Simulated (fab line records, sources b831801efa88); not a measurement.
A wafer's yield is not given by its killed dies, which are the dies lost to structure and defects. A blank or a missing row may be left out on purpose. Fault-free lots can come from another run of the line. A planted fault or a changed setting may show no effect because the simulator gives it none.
One fault through the eyes of 2 desks / flow gf180mcu / every desk sees just its own numbers, and what lay behind them comes last

DESK OF THE TOOL OWNER: ilineStepper-01
The tool's own readings at GF_NSD_EXPOSE_04 (exposes mask Nplus, target cd 400 nm): means of the sampled wafers that have a number, for each lot that ran on this tool. Any lot whose mean is over 4 standard deviations away from the usual mean is out of limits and marked OUT; that distance is given in the brackets.
Columns: A = exposureDoseMJCm2 at GF_NSD_EXPOSE_04, usual 139.98
lot=L797; first seen here=day 13 16:40; A=139.82
lot=L800; first seen here=day 14 23:50; A=140.01
lot=L803; first seen here=day 15 22:16; A=108.58 (-99 or more) OUT
lot=L805; first seen here=day 16 18:56; A=114.67 (-99 or more) OUT
This desk's finding: out of limits on L803, L805; first on L803, day 15 22:16 (exposureDoseMJCm2 at GF_NSD_EXPOSE_04). Within limits: L797, L800.

AT THE METROLOGY DESK
Means of the sampled wafers that have a number, per lot and without regard to the tool the lot ran on: this is what the gauges read. Any lot whose mean is over 4 standard deviations away from the usual mean is out of limits and marked OUT; that distance is given in the brackets.
Columns: A = MVPSD_OVL at GF_MVPSD_OVL_MEAS_07, usual -1.1 nm; B = cdNm at GF_NSD_CD_MEAS_07, usual 400.8 nm
lot=L794; first seen here=day 5 01:03; A=-1.4; B=402.4
lot=L795; first seen here=day 5 06:31; A=-0.5; B=401.0
lot=L796; first seen here=day 5 11:46; A=-1.1; B=403.5
lot=L797; first seen here=day 5 17:12; A=-0.8; B=402.1
lot=L798; first seen here=day 5 23:01; A=-1.2; B=399.7
lot=L799; first seen here=day 6 08:51; A=-2.1; B=403.8
lot=L800; first seen here=day 6 12:22; A=0.1; B=399.0
lot=L803; first seen here=day 7 06:25; A=0.5; B=329.7 (-30) OUT
lot=L805; first seen here=day 7 19:28; A=1.9; B=341.8 (-25) OUT
lot=L810; first seen here=day 8 23:32; A=0.4; B=397.2
lot=L812; first seen here=day 9 10:55; A=-1.7; B=403.0
lot=L815; first seen here=day 10 09:25; A=-0.7; B=399.4
lot=L817; first seen here=day 10 19:14; A=0.0; B=402.7
This desk's finding: out of limits on L803, L805; first on L803, day 16 08:46 (cdNm at GF_NSD_CD_MEAS_07). Within limits: L794, L795, L796, L797, L798, L799, L800, L810, L812, L815, L817.

BROUGHT TOGETHER
On L803, L805, at day 15 22:16, an alarm was possible from the tool owner's desk.
Metrology desk: alarm possible at day 16 08:46 on L803, L805.
Of the lots named, all ran GF_NSD_EXPOSE_04 on ilineStepper-01.

WHAT WAS PUT IN BY THE SIMULATOR
Process parameter drift: ilineStepper-01, from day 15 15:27 on, at GF_NSD_EXPOSE_04. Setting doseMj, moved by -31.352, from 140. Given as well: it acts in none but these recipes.
Lots struck among those shown: L803, L805.
Hours from the fault's start to each desk's first reading out of limits: the tool owner's desk, 7; the metrology desk, 17.
